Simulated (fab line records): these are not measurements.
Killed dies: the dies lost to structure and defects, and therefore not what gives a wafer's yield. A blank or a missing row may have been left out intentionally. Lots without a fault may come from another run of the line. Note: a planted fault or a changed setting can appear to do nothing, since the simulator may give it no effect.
Tool commonality check || flow gf180mcu || Lots sampled 12, wafers sampled 42

REASON FOR OPENING
GF_SALICIDE_RS_MEAS_04, reading SALICIDE_TIN_RS: flagged on 2 of 12 lots. No-fault wafers: 16.2 ohm/sq, standard deviation 0.32.
Rule: a lot gets a flag if all its wafers with a number sit over 4 standard deviations from that mean, or if no wafer of it has a number. All remaining lots are regarded as sound.

{"lot": "L971", "measured": "day 16 02:23", "on": "film metro-02", "SALICIDE_TIN_RS (ohm/sq), wafer by wafer": "16.1 15.9 16.4", "flag": ""}
{"lot": "L972", "measured": "day 16 13:58", "on": "film metro-03", "SALICIDE_TIN_RS (ohm/sq), wafer by wafer": "16.7 16.6 16.6", "flag": ""}
{"lot": "L974", "measured": "day 17 05:02", "on": "film metro-03", "SALICIDE_TIN_RS (ohm/sq), wafer by wafer": "15.9 15.7 15.9", "flag": ""}
{"lot": "L975", "measured": "day 17 15:27", "on": "film metro-03", "SALICIDE_TIN_RS (ohm/sq), wafer by wafer": "19.1 19.2 18.9 19.1 19.2 18.8", "flag": "FLAGGED"}
{"lot": "L976", "measured": "day 18 04:46", "on": "film metro-04", "SALICIDE_TIN_RS (ohm/sq), wafer by wafer": "19.6 20.1 20.3 19.6 20.2 20.3", "flag": "FLAGGED"}
{"lot": "L984", "measured": "day 20 21:13", "on": "film metro-04", "SALICIDE_TIN_RS (ohm/sq), wafer by wafer": "16.0 16.0 16.2", "flag": ""}
{"lot": "L986", "measured": "day 21 15:20", "on": "film metro-02", "SALICIDE_TIN_RS (ohm/sq), wafer by wafer": "16.1 16.1 16.1", "flag": ""}
{"lot": "L987", "measured": "day 21 21:28", "on": "film metro-03", "SALICIDE_TIN_RS (ohm/sq), wafer by wafer": "17.1 16.8 16.7", "flag": ""}
{"lot": "L988", "measured": "day 22 08:14", "on": "film metro-02", "SALICIDE_TIN_RS (ohm/sq), wafer by wafer": "16.3 16.4 16.2", "flag": ""}
{"lot": "L989", "measured": "day 22 13:54", "on": "film metro-04", "SALICIDE_TIN_RS (ohm/sq), wafer by wafer": "16.1 16.2 16.0", "flag": ""}
{"lot": "L991", "measured": "day 23 02:19", "on": "film metro-02", "SALICIDE_TIN_RS (ohm/sq), wafer by wafer": "16.8 16.7 16.4", "flag": ""}
{"lot": "L990", "measured": "day 23 06:59", "on": "film metro-03", "SALICIDE_TIN_RS (ohm/sq), wafer by wafer": "16.8 16.6 16.3", "flag": ""}
The mean of the flagged lots' numbers is 19.5 ohm/sq, +3.3 ohm/sq from the usual (+10 standard deviations).

WHICH TOOL EACH LOT WENT THROUGH
Before the reading, the record contains 2 process steps out of a 602-step route. In each cell: the tool, then ch and the chambers that the sampled wafers went through, then the start.
{"lot": "L971", "flag": "", "GF_STI_CMP_25": "cmp-01 ch 0,1,2, day 2 18:38", "GF_SALICIDE_SPUTTER_03": "pvd sputter-01, day 16 02:20"}
{"lot": "L972", "flag": "", "GF_STI_CMP_25": "cmp-02 ch 0,1, day 3 01:33", "GF_SALICIDE_SPUTTER_03": "pvd sputter-03, day 16 13:52"}
{"lot": "L974", "flag": "", "GF_STI_CMP_25": "cmp-01 ch 0,1,2, day 3 09:53", "GF_SALICIDE_SPUTTER_03": "pvd sputter-01, day 17 04:59"}
{"lot": "L975", "flag": "FLAGGED", "GF_STI_CMP_25": "cmp-01 ch 0,2,3, day 3 15:06", "GF_SALICIDE_SPUTTER_03": "pvd sputter-01, day 17 15:24"}
{"lot": "L976", "flag": "FLAGGED", "GF_STI_CMP_25": "cmp-02 ch 0,2,3, day 3 22:19", "GF_SALICIDE_SPUTTER_03": "pvd sputter-01, day 18 04:42"}
{"lot": "L984", "flag": "", "GF_STI_CMP_25": "cmp-02 ch 1,2,3, day 5 13:34", "GF_SALICIDE_SPUTTER_03": "pvd sputter-02, day 20 21:11"}
{"lot": "L986", "flag": "", "GF_STI_CMP_25": "cmp-02 ch 1,2,3, day 6 00:39", "GF_SALICIDE_SPUTTER_03": "pvd sputter-02, day 21 15:18"}
{"lot": "L987", "flag": "", "GF_STI_CMP_25": "cmp-01 ch 1,2,3, day 6 04:29", "GF_SALICIDE_SPUTTER_03": "pvd sputter-01, day 21 21:25"}
{"lot": "L988", "flag": "", "GF_STI_CMP_25": "cmp-01 ch 1,2, day 6 10:59", "GF_SALICIDE_SPUTTER_03": "pvd sputter-01, day 22 08:12"}
{"lot": "L989", "flag": "", "GF_STI_CMP_25": "cmp-02 ch 1,3, day 6 17:50", "GF_SALICIDE_SPUTTER_03": "pvd sputter-02, day 22 13:52"}
{"lot": "L991", "flag": "", "GF_STI_CMP_25": "cmp-02 ch 1,2, day 7 01:38", "GF_SALICIDE_SPUTTER_03": "pvd sputter-01, day 23 02:17"}
{"lot": "L990", "flag": "", "GF_STI_CMP_25": "cmp-02 ch 0,2,3, day 6 22:46", "GF_SALICIDE_SPUTTER_03": "pvd sputter-01, day 23 06:58"}
What the steps here do:
- GF_STI_CMP_25: polishes, stops on Si3N4, t overpolish 33 s, target thk 524.6 nm.
- GF_SALICIDE_SPUTTER_03: material TiN, target thk 20 nm, time 16.7 s.
- GF_SALICIDE_RS_MEAS_04: measures by four-point-probe.

FLAGGED OVER TOTAL, TOOL BY TOOL (the gauges that took the reading come last)
{"step": "GF_STI_CMP_25", "tool": "cmp-01", "lots run": 5, "flagged": 1, "share of the flagged lots": "some", "sound lots run after its first flagged lot": "2 (L987,L988)"}
{"step": "GF_STI_CMP_25", "tool": "cmp-02", "lots run": 7, "flagged": 1, "share of the flagged lots": "some", "sound lots run after its first flagged lot": "5 (L984,L986,L989,L990,L991)"}
{"step": "GF_SALICIDE_SPUTTER_03", "tool": "pvd sputter-01", "lots run": 8, "flagged": 2, "share of the flagged lots": "all", "sound lots run after its first flagged lot": "4 (L987,L988,L991,L990)"}
{"step": "GF_SALICIDE_SPUTTER_03", "tool": "pvd sputter-02", "lots run": 3, "flagged": 0, "share of the flagged lots": "none", "sound lots run after its first flagged lot": "-"}
{"step": "GF_SALICIDE_SPUTTER_03", "tool": "pvd sputter-03", "lots run": 1, "flagged": 0, "share of the flagged lots": "none", "sound lots run after its first flagged lot": "-"}
{"step": "GF_SALICIDE_RS_MEAS_04", "tool": "film metro-02", "lots run": 4, "flagged": 0, "share of the flagged lots": "none", "sound lots run after its first flagged lot": "-"}
{"step": "GF_SALICIDE_RS_MEAS_04", "tool": "film metro-03", "lots run": 5, "flagged": 1, "share of the flagged lots": "some", "sound lots run after its first flagged lot": "2 (L987,L990)"}
{"step": "GF_SALICIDE_RS_MEAS_04", "tool": "film metro-04", "lots run": 3, "flagged": 1, "share of the flagged lots": "some", "sound lots run after its first flagged lot": "2 (L984,L989)"}

THE TABLE: WHAT IT ALLOWS
Rows of the table that ran each flagged lot: 1, that is pvd sputter-01 at GF_SALICIDE_SPUTTER_03.
- pvd sputter-01 at GF_SALICIDE_SPUTTER_03 ran 8 lots, 2 of them flagged. Lots that were sound ran on it after the first flagged one (L987, L988, L991, L990); a persistent fault on the entire tool would not allow that.
No row of the table ran every flagged lot and no sound lot after the first.

WHAT HAD BEEN PUT IN BY THE SIMULATOR
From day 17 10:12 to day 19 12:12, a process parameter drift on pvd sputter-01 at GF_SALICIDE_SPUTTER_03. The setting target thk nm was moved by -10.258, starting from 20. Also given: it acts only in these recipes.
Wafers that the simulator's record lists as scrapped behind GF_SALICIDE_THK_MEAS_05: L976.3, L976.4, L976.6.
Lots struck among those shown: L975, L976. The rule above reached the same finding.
